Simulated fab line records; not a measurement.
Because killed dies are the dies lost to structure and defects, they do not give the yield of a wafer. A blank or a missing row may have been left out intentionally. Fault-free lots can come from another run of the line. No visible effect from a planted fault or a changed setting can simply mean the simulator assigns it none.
fab line records -- flow gf180mcu
record: lots: 12, wafers: 36, last-day: 34
route steps=602 shown MVSD@76 HV_LDD@185 PSD@256 SALICIDE@284
lots untouched by any fault: they come from a run of this same line in which no faults occurred
start-h: hours from the record's first day to the start of the lot's first wafer shown -- wait-h: time in hours since the lot's previous step -- " the same as in the row above -- L1.1+2: a single row standing in for several wafers -- - no value present, or no start provided -- * or withheld: withheld -- < > ~ a bound
route shown NAME@n: NAME is a module with steps in the file, n the number in the route of the first one -- usual: mean and standard deviation over wafers with no fault -- same: alike in all rows -- chamber/n: place in a boat -- sites: readings site by site -- _std_site: their standard deviation -- _edge_site: inner sites' mean taken away from outer sites' mean -- radius-mm: how far each site lies from the wafer's centre -- mask NAME#n: copy n -- behind: the most recent tool/chamber to have shaped the wafer -- hold: what put the lot on hold/how long, in hours/how the hold closed -- device: the n, p or np transistor that did not switch -- end of line: tests of these same wafers at the route's end -- where a step has no rows: the recipe by itself -- killed: dies that structure and defects cost at the first sort, which is not the same as the wafer's yield -- map: per-die view of a wafer (x killed, . not killed, _ where there is no die)
set.NAME: the run value of the setting; set.NAME@STEP: its run value at that earlier step -- model.NAME: the simulator's own value behind a step, which no gauge read
a sample of lots followed through the steps of the route, with each step as a table and each wafer as a row
services: a tool's chamber out of use, with start hour (start-h, from the record's first day; less than 0 if before it), hours out, and reason
== steps ==
step: GF_MVSD_STRIP_10
recipe: chemistry: O2/N2, power-w: 1400, pressure-mtorr: 1500, platen-temp-c: 250, o2-flow-sccm: 3000, n2-flow-sccm: 300, overash-fraction: 0.5
usual: drypump-motor-current-A: 6.01/0.25, heater-power-w: 360/28, oes-product-au: 0.722/0.0047, strip-time-to-endpoint-s: 36.96/0.085
lot.wafer,tool,chamber,start-h,wait-h,drypump-motor-current-A,heater-power-w,oes-product-au,rf-hours-counter-h,strip-time-to-endpoint-s
L997.1,plasma-asher-04,0,83.54,0.1,5.87,350,0.723,43,37.01
L997.5,plasma-asher-04,0,83.54,0.1,5.88,342,0.724,-,36.98
L997.6,plasma-asher-04,1,83.54,0.1,5.97,397,0.718,-,36.98
L998.4,plasma-asher-01,0,88.52,0.1,6.62,332,0.718,-,36.92
L998.5,plasma-asher-01,1,88.52,0.1,5.77,343,0.715,-,36.87
L998.6,plasma-asher-01,0,88.52,0.1,6.65,324,0.716,-,36.96
L101.3,plasma-asher-02,0,105.93,0.1,5.92,336,0.723,-,36.85
L101.5,plasma-asher-02,1,105.93,0.1,6.12,381,0.723,-,36.78
L101.6,plasma-asher-02,0,105.93,0.1,5.91,344,0.716,-,36.83
L103.2,plasma-asher-04,1,117.59,0.1,5.93,398,0.721,47,36.83
L103.5,plasma-asher-04,0,117.59,0.1,5.89,345,0.726,-,36.83
L103.6,plasma-asher-04,1,117.59,0.1,5.97,397,0.720,-,36.87
L108.3,plasma-asher-02,0,146.72,0.1,5.90,338,0.719,-,37.01
L108.5,plasma-asher-02,1,146.72,0.1,6.12,385,0.720,-,37.07
L108.6,plasma-asher-02,0,146.72,0.1,5.90,343,0.715,-,36.94
L112.1,plasma-asher-04,1,169.54,0.1,5.94,410,0.728,52,36.92
L112.2,plasma-asher-04,0,169.54,0.1,5.86,345,0.719,52,37.08
L112.3,plasma-asher-04,1,169.54,0.1,5.92,398,0.732,-,36.99
L113.2,plasma-asher-04,0,178.14,0.1,5.88,342,0.731,53,36.96
L113.4,plasma-asher-04,1,178.14,0.1,5.94,406,0.711,-,36.93
L113.5,plasma-asher-04,1,178.14,0.1,5.91,400,0.726,-,36.99
L114.3,plasma-asher-02,1,182.42,0.1,6.09,373,0.718,-,37.08
L114.4,plasma-asher-02,0,182.42,0.1,5.92,335,0.717,-,36.90
L114.6,plasma-asher-02,1,182.42,0.1,6.11,383,0.726,-,36.85
L115.2,plasma-asher-04,1,188.84,0.1,5.95,394,0.719,54,36.97
L115.4,plasma-asher-04,0,188.84,0.1,5.87,342,0.725,-,36.95
L115.6,plasma-asher-04,1,188.84,0.1,5.96,397,0.722,-,36.95
L118.1,plasma-asher-02,0,204.74,0.1,5.94,349,0.728,39,37.18
L118.3,plasma-asher-02,1,204.74,0.1,6.11,378,0.726,-,37.09
L118.6,plasma-asher-02,1,204.74,0.1,6.09,368,0.725,-,37.08
L119.3,plasma-asher-02,0,210.12,0.1,5.93,358,0.732,-,36.84
L119.4,plasma-asher-02,1,210.12,0.1,6.10,391,0.718,-,36.81
L119.6,plasma-asher-02,0,210.12,0.1,5.90,344,0.729,-,36.84
L120.1,plasma-asher-01,0,214.99,0.1,6.61,310,0.725,10,37.13
L120.5,plasma-asher-01,0,214.99,0.1,6.64,320,0.718,-,37.07
L120.6,plasma-asher-01,1,214.99,0.1,5.78,361,0.729,-,37.10
step: GF_HV_LDD_IMPLANT_09
recipe: species: As, energy-kev: 40, dose-cm2: 1e+14, tilt-deg: 7
usual: tilt-deg: 7.010/0.019
lot.wafer,tool,chamber,start-h,wait-h,tilt-deg
L997.1,implanter-03,0,216.00,0.0,7.000
L997.5,implanter-03,0,216.00,0.0,7.000
L997.6,implanter-03,0,216.00,0.0,6.983
L998.4,implanter-04,0,221.77,0.1,7.026
L998.5,implanter-04,0,221.77,0.1,7.014
L998.6,implanter-04,0,221.77,0.1,7.002
L101.3,implanter-04,0,246.56,0.1,7.037
L101.5,implanter-04,0,246.56,0.1,7.022
L101.6,implanter-04,0,246.56,0.1,6.999
L103.2,implanter-04,0,258.23,0.0,7.014
L103.5,implanter-04,0,258.23,0.0,6.975
L103.6,implanter-04,0,258.23,0.0,7.028
L108.3,implanter-03,0,298.44,0.1,6.998
L108.5,implanter-03,0,298.44,0.1,7.035
L108.6,implanter-03,0,298.44,0.1,6.995
L112.1,implanter-04,0,327.04,0.0,7.005
L112.2,implanter-04,0,327.04,0.0,7.011
L112.3,implanter-04,0,327.04,0.0,7.001
L113.2,implanter-03,0,335.57,0.0,7.026
L113.4,implanter-03,0,335.57,0.0,7.031
L113.5,implanter-03,0,335.57,0.0,7.029
L114.3,implanter-04,0,342.64,0.1,7.021
L114.4,implanter-04,0,342.64,0.1,7.033
L114.6,implanter-04,0,342.64,0.1,7.018
L115.2,implanter-03,0,354.68,0.0,7.012
L115.4,implanter-03,0,354.68,0.0,7.015
L115.6,implanter-03,0,354.68,0.0,6.985
L118.1,implanter-02,0,371.66,0.0,7.017
L118.3,implanter-02,0,371.66,0.0,7.022
L118.6,implanter-02,0,371.66,0.0,7.004
L119.3,implanter-03,0,376.61,0.1,6.988
L119.4,implanter-03,0,376.61,0.1,7.012
L119.6,implanter-03,0,376.61,0.1,7.008
L120.1,implanter-03,0,385.46,0.0,6.996
L120.5,implanter-03,0,385.46,0.0,6.976
L120.6,implanter-03,0,385.46,0.0,6.992
step: GF_HV_LDD_TW_MEAS_11
usual: HV_LDD_TW: 2414/17
lot.wafer,tool,chamber,start-h,wait-h,HV_LDD_TW
L997.1,film-metro-02,-,216.25,0.1,2424
L997.5,film-metro-02,-,216.25,0.1,2414
L997.6,film-metro-02,-,216.25,0.1,2425
L998.4,film-metro-02,-,221.98,0.1,2412
L998.5,film-metro-02,-,221.98,0.1,2426
L998.6,film-metro-02,-,221.98,0.1,2402
L101.3,film-metro-02,-,246.78,0.1,2402
L101.5,film-metro-02,-,246.78,0.1,2419
L101.6,film-metro-02,-,246.78,0.1,2432
L103.2,film-metro-04,-,258.47,0.1,2428
L103.5,film-metro-04,-,258.47,0.1,2438
L103.6,film-metro-04,-,258.47,0.1,2428
L108.3,film-metro-02,-,298.66,0.1,2418
L108.5,film-metro-02,-,298.66,0.1,2412
L108.6,film-metro-02,-,298.66,0.1,2418
L112.1,film-metro-01,-,327.29,0.1,2271
L112.2,film-metro-01,-,327.29,0.1,2272
L112.3,film-metro-01,-,327.29,0.1,2276
L113.2,film-metro-04,-,335.80,0.1,2409
L113.4,film-metro-04,-,335.80,0.1,2419
L113.5,film-metro-04,-,335.80,0.1,2407
L114.3,film-metro-02,-,342.86,0.1,2310
L114.4,film-metro-02,-,342.86,0.1,2314
L114.6,film-metro-02,-,342.86,0.1,2307
L115.2,film-metro-01,-,354.92,0.1,2389
L115.4,film-metro-01,-,354.92,0.1,2380
L115.6,film-metro-01,-,354.92,0.1,2393
L118.1,film-metro-02,-,371.91,0.1,2428
L118.3,film-metro-02,-,371.91,0.1,2434
L118.6,film-metro-02,-,371.91,0.1,2429
L119.3,film-metro-02,-,376.83,0.1,2442
L119.4,film-metro-02,-,376.83,0.1,2445
L119.6,film-metro-02,-,376.83,0.1,2436
L120.1,film-metro-04,-,385.71,0.1,2408
L120.5,film-metro-04,-,385.71,0.1,2409
L120.6,film-metro-04,-,385.71,0.1,2406
step: GF_HV_LDD_RS_MEAS_53
recipe: thk-meas-gauge: four-point-probe
usual: HV_LDD_RS: 418.3/1
lot.wafer,tool,chamber,start-h,wait-h,HV_LDD_RS[ohm/sq]
L997.1,film-metro-02,-,272.20,0.1,418.0
L997.5,film-metro-02,-,272.20,0.1,417.5
L997.6,film-metro-02,-,272.20,0.1,417.8
L998.4,film-metro-02,-,280.50,0.1,419.5
L998.5,film-metro-02,-,280.50,0.1,419.0
L998.6,film-metro-02,-,280.50,0.1,419.0
L101.3,film-metro-01,-,308.01,0.1,420.1
L101.5,film-metro-01,-,308.01,0.1,419.6
L101.6,film-metro-01,-,308.01,0.1,419.3
L103.2,film-metro-04,-,319.37,0.1,417.5
L103.5,film-metro-04,-,319.37,0.1,417.5
L103.6,film-metro-04,-,319.37,0.1,417.5
L108.3,film-metro-01,-,363.52,0.1,419.1
L108.5,film-metro-01,-,363.52,0.1,419.0
L108.6,film-metro-01,-,363.52,0.1,418.4
L112.1,film-metro-04,-,393.93,0.1,450.6
L112.2,film-metro-04,-,393.93,0.1,449.8
L112.3,film-metro-04,-,393.93,0.1,450.0
L113.2,film-metro-02,-,404.15,0.1,418.7
L113.4,film-metro-02,-,404.15,0.1,419.3
L113.5,film-metro-02,-,404.15,0.1,419.2
L114.3,film-metro-04,-,411.41,0.1,450.5
L114.4,film-metro-04,-,411.41,0.1,450.3
L114.6,film-metro-04,-,411.41,0.1,450.7
L115.2,film-metro-04,-,425.15,0.1,416.3
L115.4,film-metro-04,-,425.15,0.1,416.9
L115.6,film-metro-04,-,425.15,0.1,418.5
L118.1,film-metro-04,-,443.47,0.1,418.4
L118.3,film-metro-04,-,443.47,0.1,418.1
L118.6,film-metro-04,-,443.47,0.1,417.9
L119.3,film-metro-02,-,449.82,0.1,419.0
L119.4,film-metro-02,-,449.82,0.1,417.3
L119.6,film-metro-02,-,449.82,0.1,418.5
L120.1,film-metro-02,-,459.18,0.1,418.1
L120.5,film-metro-02,-,459.18,0.1,418.1
L120.6,film-metro-02,-,459.18,0.1,418.0
step: GF_PSD_OVL_MEAS_08
usual: PSD_OVL: -0.7/1.4
lot.wafer,tool,chamber,start-h,wait-h,PSD_OVL[nm]
L997.1,overlay-01,-,315.27,0.1,1.1
L997.5,overlay-01,-,315.27,0.1,-1.0
L997.6,overlay-01,-,315.27,0.1,-0.4
L998.4,overlay-01,-,324.39,0.1,-1.5
L998.5,overlay-01,-,324.39,0.1,-1.8
L998.6,overlay-01,-,324.39,0.1,-1.5
L101.3,overlay-02,-,353.18,0.1,1.8
L101.5,overlay-02,-,353.18,0.1,1.2
L101.6,overlay-02,-,353.18,0.1,-0.1
L103.2,overlay-02,-,365.93,0.1,-1.0
L103.5,overlay-02,-,365.93,0.1,-1.3
L103.6,overlay-02,-,365.93,0.1,-1.4
L108.3,overlay-01,-,413.73,0.1,-0.5
L108.5,overlay-01,-,413.73,0.1,-0.4
L108.6,overlay-01,-,413.73,0.1,-0.8
L112.1,overlay-02,-,445.16,0.1,-1.1
L112.2,overlay-02,-,445.16,0.1,-0.6
L112.3,overlay-02,-,445.16,0.1,-0.4
L113.2,overlay-01,-,454.87,0.1,0.4
L113.4,overlay-01,-,454.87,0.1,-0.1
L113.5,overlay-01,-,454.87,0.1,-0.2
L114.3,overlay-01,-,462.83,0.1,1.2
L114.4,overlay-01,-,462.83,0.1,1.0
L114.6,overlay-01,-,462.83,0.1,1.6
L115.2,overlay-01,-,476.46,0.1,-2.9
L115.4,overlay-01,-,476.46,0.1,-1.8
L115.6,overlay-01,-,476.46,0.1,-2.9
L118.1,overlay-02,-,495.36,0.1,1.0
L118.3,overlay-02,-,495.36,0.1,-0.8
L118.6,overlay-02,-,495.36,0.1,0.9
L119.3,overlay-02,-,501.08,0.1,0.7
L119.4,overlay-02,-,501.08,0.1,-1.2
L119.6,overlay-02,-,501.08,0.1,1.7
L120.1,overlay-01,-,510.54,0.1,-0.6
L120.5,overlay-01,-,510.54,0.1,-1.6
L120.6,overlay-01,-,510.54,0.1,-1.0
step: GF_SALICIDE_RTA_06
recipe: temp-c: 530, time-s: 30, ambient: N2
usual: lamp-power-pct: 5.20/0.29, wafer_temp_C_max: 532.1/0.43
lot.wafer,tool,chamber,start-h,wait-h,lamp-power-pct,wafer_temp_C_max
L997.1,rtp-anneal-02,0,337.35,0.1,5.49,531.9
L997.5,rtp-anneal-02,0,337.35,0.1,5.49,532.9
L997.6,rtp-anneal-02,0,337.35,0.1,5.49,531.9
L998.4,rtp-anneal-02,0,346.83,0.1,5.48,531.9
L998.5,rtp-anneal-02,0,346.83,0.1,5.49,532.7
L998.6,rtp-anneal-02,0,346.83,0.1,5.49,532.6
L101.3,rtp-anneal-01,0,376.53,0.1,4.90,531.4
L101.5,rtp-anneal-01,0,376.53,0.1,4.90,531.8
L101.6,rtp-anneal-01,0,376.53,0.1,4.90,531.6
L103.2,rtp-anneal-01,0,389.98,0.1,4.91,532.5
L103.5,rtp-anneal-01,0,389.98,0.1,4.91,532.1
L103.6,rtp-anneal-01,0,389.98,0.1,4.90,532.9
L108.3,rtp-anneal-01,0,439.11,0.1,4.90,532.4
L108.5,rtp-anneal-01,0,439.11,0.1,4.92,532.2
L108.6,rtp-anneal-01,0,439.11,0.1,4.91,531.8
L112.1,rtp-anneal-01,0,471.08,0.1,4.91,531.4
L112.2,rtp-anneal-01,0,471.08,0.1,4.91,532.2
L112.3,rtp-anneal-01,0,471.08,0.1,4.90,532.0
L113.2,rtp-anneal-01,0,480.35,0.1,4.91,532.3
L113.4,rtp-anneal-01,0,480.35,0.1,4.90,532.0
L113.5,rtp-anneal-01,0,480.35,0.1,4.91,532.0
L114.3,rtp-anneal-02,0,488.52,0.1,5.48,532.8
L114.4,rtp-anneal-02,0,488.52,0.1,5.49,531.9
L114.6,rtp-anneal-02,0,488.52,0.1,5.49,532.6
L115.2,rtp-anneal-02,0,501.44,0.1,5.49,532.2
L115.4,rtp-anneal-02,0,501.44,0.1,5.48,531.9
L115.6,rtp-anneal-02,0,501.44,0.1,5.49,532.5
L118.1,rtp-anneal-02,0,520.29,0.1,5.48,532.4
L118.3,rtp-anneal-02,0,520.29,0.1,5.49,531.7
L118.6,rtp-anneal-02,0,520.29,0.1,5.49,532.7
L119.3,rtp-anneal-01,0,525.31,0.1,4.91,532.0
L119.4,rtp-anneal-01,0,525.31,0.1,4.90,531.5
L119.6,rtp-anneal-01,0,525.31,0.1,4.90,531.6
L120.1,rtp-anneal-01,0,534.93,0.1,4.90,531.9
L120.5,rtp-anneal-01,0,534.93,0.1,4.90,531.9
L120.6,rtp-anneal-01,0,534.93,0.1,4.91,531.8
== services ==
tool,chamber,start-h,hours,kind
implanter-04,-,62.08,3.6,pm
implanter-03,-,76.06,13.4,repair
plasma-asher-02,-,77.42,14.6,pm
implanter-03,-,91.93,3.1,repair
plasma-asher-02,-,104.72,0.4,repair
implanter-03,-,113.47,1.8,repair
plasma-asher-04,-,129.98,3.1,repair
plasma-asher-04,-,132.55,3.7,repair
implanter-03,-,146.03,5.3,repair
implanter-04,-,181.16,2.5,repair
plasma-asher-02,-,195.18,8.5,repair
plasma-asher-02,-,225.53,2.8,pm
rtp-anneal-01,-,251.53,3.5,pm
plasma-asher-02,-,260.85,18.8,repair
plasma-asher-04,-,271.63,3.5,repair
plasma-asher-02,-,276.27,0.8,repair
plasma-asher-02,-,289.55,1.9,repair
rtp-anneal-01,-,305.44,1.4,pm
implanter-03,-,348.09,2.0,repair
plasma-asher-04,-,356.59,5.7,repair
implanter-03,-,398.20,3.3,pm
implanter-04,-,400.81,5.7,pm
implanter-04,-,412.95,5.2,repair
implanter-03,-,517.63,3.9,repair
== key ==
first-sign: step: GF_HV_LDD_TW_MEAS_11, reading: HV_LDD_TW, direction: down, sigmas: 7.3, usual: 2414, struck: 2292, through: control-loop
effect: step: GF_HV_LDD_RS_MEAS_53, reading: HV_LDD_RS, direction: up, sigmas: 32, usual: 418.3, struck: 450.3, through: control-loop
met-at GF_HV_LDD_IMPLANT_09
struck-lots L112,L114
tester-left-out L112,L114
loop-trim: step: GF_HV_LDD_EXPOSE_04, setting: dose, lots: L112,L114
not-acting-at GF_MVSD_STRIP_10,GF_PSD_OVL_MEAS_08,GF_SALICIDE_RTA_06
onset-between 258.23 327.04
fault: kind: process-parameter-drift, tool: implanter-04, chamber: -, onset-h: 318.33, steps: GF_HV_LDD_IMPLANT_09, channel: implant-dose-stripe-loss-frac, offset: 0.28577, shape: step, end-h: 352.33
tester-left-out: of these lots the tester's yield and bins aren't shown, on N5 and GAA mostly nor the transistor test; their killed dies are dies lost to structure and defects alone, not to doping, threshold or leakage, so they don't give the yield
loop-trim: a control loop set the setting to another value than it would have without faults
